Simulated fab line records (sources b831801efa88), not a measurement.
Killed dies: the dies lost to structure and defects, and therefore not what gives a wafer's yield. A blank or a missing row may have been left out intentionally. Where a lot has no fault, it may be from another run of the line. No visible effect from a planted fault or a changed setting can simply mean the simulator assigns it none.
Comparing a struck lot with a sound one :: flow sky130 :: 16 out of 708 route steps
Sound: the wafers L687.1, L687.2, L687.5. Struck: wafers L678.2, L678.4, L678.6. The cause is given at the end.
For every step that has rows: the tool of each side, followed by ch and its chambers, followed by its first start. Under that, the readings that differ: sound wafers :: struck wafers :: difference of the means :: sigmas: that difference in standard deviations of wafers without a fault.
alike: words and numbers the same on both sides, and readings whose means are apart by under 2 such deviations; not compared: readings that were withheld, readings missing a value for some wafer, numbers with overlapping values and no deviation given by the record, and bounds like >300 which may hide the same value.
Wherever a step has rows on one side only, a row that says differs or no value, or a row with sigmas, the two part there. Numbers that don't overlap but have no deviation are shown without sigmas and don't part them. A reading missing from all wafers of one side parts the sides only when that side holds two or more wafers.

first, 5 steps without rows for these wafers: SKY_SONOS_TUNNEL_COAT_02 (resist thk 1140 nm); SKY_SONOS_TUNNEL_SOFTBAKE_03 (time 60 s); SKY_SONOS_TUNNEL_EXPOSE_04 (exposes mask TUNM, target cd 410 nm); SKY_SONOS_TUNNEL_PEB_05; SKY_SONOS_TUNNEL_DEVELOP_06 (develop time 60 s).
SKY_SONOS_TUNNEL_CD_MEAS_07: the cd target is 410 nm.
  struck on cd_sem-01, day 14 15:16; sound on cd_sem-01, day 17 19:17
  alike: cd_nm
SKY_SONOS_TUNNEL_OVL_MEAS_08:
  struck on overlay-01, day 14 15:23; sound on overlay-02, day 17 19:25
reading: SONOS_TUNNEL_OVL (nm)
sound: -2.6 -1.1 -1.6
struck: 0.8 2.4 1.4
difference: +3.3
sigmas: +2
then, 3 steps without rows for these wafers: SKY_SONOS_TUNNEL_IMPLANT_09; SKY_SONOS_TUNNEL_WET_ETCH_10 (etches SiO2 in dHF, target depth 14 nm, time 280 s); SKY_SONOS_TUNNEL_STRIP_11 (strips in SPM, time 600 s).
SKY_SONOS_TUNNEL_TW_MEAS_12:
  struck on film_metro-03, day 14 15:50; sound on film_metro-03, day 17 19:53
  alike: SONOS_TUNNEL_TW
then, 1 step without rows for these wafers: SKY_SONOS_TUNNEL_CLEAN_13 (cleans in dHF, time 20 s).
SKY_SONOS_ONO_OXIDATION_00: stabilise 600 s, purge 300 s, target thk 2.6 nm.
  sound on furnace-02 ch 0, day 17 21:01; struck on furnace-02 ch 0, day 14 16:16
reading: model.SiO2_of_SONOS_ONO_OXIDATION_00.thk_nm (nm)
sound: 2.537 2.573 2.562
struck: 3.466 3.45 3.451
difference: +0.898
sigmas: 
  alike: tube_center_temp_C, zone_power_bottom_pct
SKY_SONOS_ONO_THK_MEAS_01:
  struck on film_metro-02, day 14 17:37; sound on film_metro-04, day 17 22:22
reading: SONOS_ONO_OXIDATION_THK (nm)
sound: 2.52 2.56 2.58
struck: 3.51 3.44 3.38
difference: +0.89
sigmas: +15
then, 1 step without rows for these wafers: SKY_SONOS_ONO_CVD_02 (deposits Si3N4 from DCS/NH3, target thk 10.5 nm, time 180 s).
-- here the record skips 34 days between the struck wafers' starts before and after, leaving off in module SONOS_ONO and picking up in module PAD_OPEN (first step shown: number 708 of the route) --
SKY_PAD_OPEN_PROBE_99:
  struck on prober-02, day 48 09:13; sound on prober-02, day 50 09:14
reading: model.etest.sonos_erased.drive_ua_um
sound: 192.5 210.8 171.3
struck: 20.99 19.19
difference: -171.44
sigmas: 

reading: model.etest.sonos_erased.vt_v (V)
sound: -2.313 -2.304 -2.251
struck: -0.3831 -0.3548
difference: +1.9204
sigmas: 

reading: model.etest.cap_ono.gate_log10_a_cm2
sound: -7.827 -7.962 -7.92
struck: -9.243 -9.114
difference: -1.276
sigmas: 

reading: model.etest.cap_ono.gate_bv_v (V)
sound: 16.14 16.39 16.7
struck: 17.65 17.35
difference: +1.09
sigmas: 

reading: model.etest.cap_ono.tox_acc_nm (nm)
sound: 12.78 12.91 12.9
struck: 13.87 13.77
difference: +0.96
sigmas: 

reading: model.etest.sonos_programmed.vt_v (V)
sound: 1.5 1.466 1.459
struck: 0.8942 0.9528
difference: -0.5515
sigmas: 

reading: model.etest.sonos_programmed.off_log10_a_um
sound: -13.97 -13.97 -14.04
struck: -12.6 -13.27
difference: +1.1
sigmas: 
  not compared: model.etest.sonos_uncharged.r_on_ohm_um

WHERE THEY PART
At SKY_SONOS_TUNNEL_OVL_MEAS_08 first; at SKY_SONOS_ONO_THK_MEAS_01 last (within this record only).

WHY: the cause the simulator had injected
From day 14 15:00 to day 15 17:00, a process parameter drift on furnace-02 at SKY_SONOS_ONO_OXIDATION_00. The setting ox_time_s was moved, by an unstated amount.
